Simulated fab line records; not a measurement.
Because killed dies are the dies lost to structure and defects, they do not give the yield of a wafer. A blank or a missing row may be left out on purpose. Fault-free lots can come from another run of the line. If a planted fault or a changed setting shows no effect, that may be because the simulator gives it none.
Which tool is to blame? | flow gf180mcu | 36 wafers from 12 lots sampled at 2 of the route's 602 steps

== WHAT THE GAUGES SHOWED, per wafer ==
GF_V1_RS_MEAS_24: a four-point-probe measurement.
lot  | measured     | on            | V1_W_RS (ohm/sq)
L075 | day 19 00:06 | film_metro-03 | 0.3285 0.3266 0.3219
L077 | day 19 16:14 | film_metro-02 | 0.3226 0.3271 0.3249
L079 | day 20 08:02 | film_metro-04 | 0.3315 0.3296 0.3279
L081 | day 20 20:37 | film_metro-04 | 0.3297 0.3272 0.3315
L083 | day 21 18:49 | film_metro-03 | 0.3262 0.3262 0.3265
L085 | day 22 12:03 | film_metro-02 | 0.3250 0.3221 0.3285
L087 | day 23 03:29 | film_metro-03 | 0.3237 0.3265 0.3255
L089 | day 23 15:32 | film_metro-02 | 0.3318 0.3312 0.3273
L091 | day 24 09:56 | film_metro-02 | 0.3222 0.3248 0.3288
L093 | day 25 02:40 | film_metro-04 | 0.3264 0.3261 0.3218
L095 | day 25 13:16 | film_metro-02 | 0.3236 0.3219 0.3255
L097 | day 26 05:19 | film_metro-04 | 0.3307 0.3267 0.3270

== EACH LOT AND THE TOOL THAT RAN IT (in order: tool; ch and the chambers of the sampled wafers; start) ==
lot  | GF_POLY_GATE_ETCH_12
L075 | rie_diel-04 ch 0,1,2, day 9 18:13
L077 | rie_diel-01 ch 1,2,3, day 10 08:43
L079 | rie_diel-04 ch 0,1,2, day 10 18:34
L081 | rie_diel-04 ch 0,1,2, day 11 03:16
L083 | rie_diel-02 ch 0,2,3, day 11 20:40
L085 | rie_diel-02 ch 0,2,3, day 12 12:25
L087 | rie_diel-01 ch 0,1,3, day 13 02:46
L089 | rie_diel-01 ch 0,1, day 13 14:22
L091 | rie_diel-04 ch 0,2, day 14 05:07
L093 | rie_diel-04 ch 0,1,3, day 14 23:16
L095 | rie_diel-02 ch 0,1,2, day 15 10:13
L097 | rie_diel-02 ch 2,3, day 16 02:05
- GF_POLY_GATE_ETCH_12: etches BARC in N2/H2.

== THE ANSWER, worked out from the rows above alone ==
Rule: the usual values come from the lots themselves. The widest of any qualifying gaps counts: lots, ordered by their means at a reading, are off when they make up no more than a third of the lots, leave a main group of 4 or more, and stand apart from it by 3 or more times the standard deviation of that group's means. A main group whose means are all the same, to the digits that the tables above print for the reading, isn't used. Also off: a lot with no number at a reading for which 4 or more lots have one. Any other lot the step has rows for is counted as sound.
Across all readings shown, no lot is off: no conclusion can be drawn from this.

== WHAT THE SIMULATOR HAD INSERTED ==
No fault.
